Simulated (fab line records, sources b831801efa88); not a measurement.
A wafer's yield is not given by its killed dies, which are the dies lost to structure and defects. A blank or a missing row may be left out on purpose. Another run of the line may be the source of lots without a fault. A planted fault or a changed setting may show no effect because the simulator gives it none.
Which tool is to blame? ; flow sky130 ; 11 lots, 33 wafers sampled, at 3 steps of a route of 708

## WHAT EACH GAUGE READ, for each wafer
SKY_VT_ADJUST_NCORE_OVL_MEAS_08. Usual: VT_ADJUST_NCORE_OVL typically reads 1.2 nm, with standard deviation 1.6.
lot;measured;on;VT_ADJUST_NCORE_OVL (nm);flag
L911;day 8 17:10;overlay-02;0.3 -0.5 -1.1;
L913;day 9 05:07;overlay-01;2.5 0.0 1.2;
L914;day 9 11:33;overlay-02;3.7 4.3 3.5;
L915;day 9 17:45;overlay-02;2.9 1.8 1.6;
L916;day 10 02:30;overlay-01;0.3 2.0 -0.7;
L922;day 11 22:17;overlay-02;1.9 0.7 1.2;
L923;day 12 10:40;overlay-02;2.5 1.9 3.3;
L930;day 14 09:42;overlay-01;2.4 3.2 0.5;
L931;day 14 10:14;overlay-02;2.5 1.6 2.0;
L933;day 15 02:38;overlay-02;3.4 3.5 2.7;
L934;day 15 11:33;overlay-01;0.7 -0.8 -1.2;

SKY_SONOS_ONO_OVL_MEAS_14. Usual: SONOS_ONO_OVL typically reads -1.4 nm, with standard deviation 1.4.
lot;measured;on;SONOS_ONO_OVL (nm);flag
L911;day 12 17:16;overlay-02;-1.9 -0.9 -2.2;
L913;day 13 06:29;overlay-01;-2.9 -1.7 -3.0;
L914;day 13 16:44;overlay-02;-1.0 -2.2 -1.8;
L915;day 13 20:18;overlay-02;-3.7 -1.7 -3.5;
L916;day 14 10:00;overlay-02;-2.8 -2.8 -2.5;
L922;day 16 17:02;overlay-01;0.5 1.2 -0.1;
L923;day 17 02:06;overlay-01;-0.6 -0.8 -0.6;
L930;day 19 06:35;overlay-02;1.5 -2.2 1.5;
L931;day 19 08:35;overlay-02;-0.6 -0.8 -1.9;
L933;day 20 06:53;overlay-01;-1.0 0.9 1.0;
L934;day 20 13:46;overlay-01;-1.6 -2.6 -1.8;

SKY_POLY_GATE_THK_MEAS_01. Usual: POLY_GATE_CVD_00_THK typically reads 180.8 nm, with standard deviation 1.7.
lot;measured;on;POLY_GATE_CVD_00_THK (nm);flag
L911;day 14 08:29;film metro-01;179.5 180.5 180.2;
L913;day 14 20:47;film metro-04;183.6 183.4 184.4;
L914;day 15 06:29;film metro-04;183.8 183.2 181.9;
L915;day 15 06:30;film metro-02;182.1 181.9 181.1;
L916;day 16 00:29;film metro-02;181.7 182.4 181.2;
L922;day 18 03:59;film metro-01;181.5 182.4 180.5;
L923;day 18 13:33;film metro-02;178.4 179.8 180.6;
L930;day 20 21:01;film metro-04;177.0 178.0 177.5;
L931;day 20 22:13;film metro-04;178.4 178.0 179.8;
L933;day 21 17:49;film metro-01;176.6 177.7 176.9;
L934;day 22 00:49;film metro-01;180.7 182.4 181.4;

## WHAT TOOL EACH LOT RAN ON (gives the tool, then ch and the chambers of the sampled wafers, and finally the start)
Before these readings, the record contains no process step.

## WHAT THE TOOLS THEMSELVES READ (means of the sampled wafers that have a number; where no wafer has one, the mark that the record gives instead)
The record holds no such reading with a usual standard deviation.

## THE ANSWER, worked out from the rows above alone
Rule: lot off if the mean of its wafers having a number is beyond 3 standard deviations from the usual mean. A lot without any number at a reading at which 4 lots or more have one is off too. Where the step has rows for the other lots, those lots are counted as sound. Order of review: gauges by route order, followed by the tools' own readings, for which a lot's mean as printed above is used. At the first step where some lot is off, the reading lying furthest off is the one used; lots without a number count as furthest.
No lot is off on any of the readings shown, so nothing can be concluded from this.

## WHAT THE SIMULATOR PUT IN
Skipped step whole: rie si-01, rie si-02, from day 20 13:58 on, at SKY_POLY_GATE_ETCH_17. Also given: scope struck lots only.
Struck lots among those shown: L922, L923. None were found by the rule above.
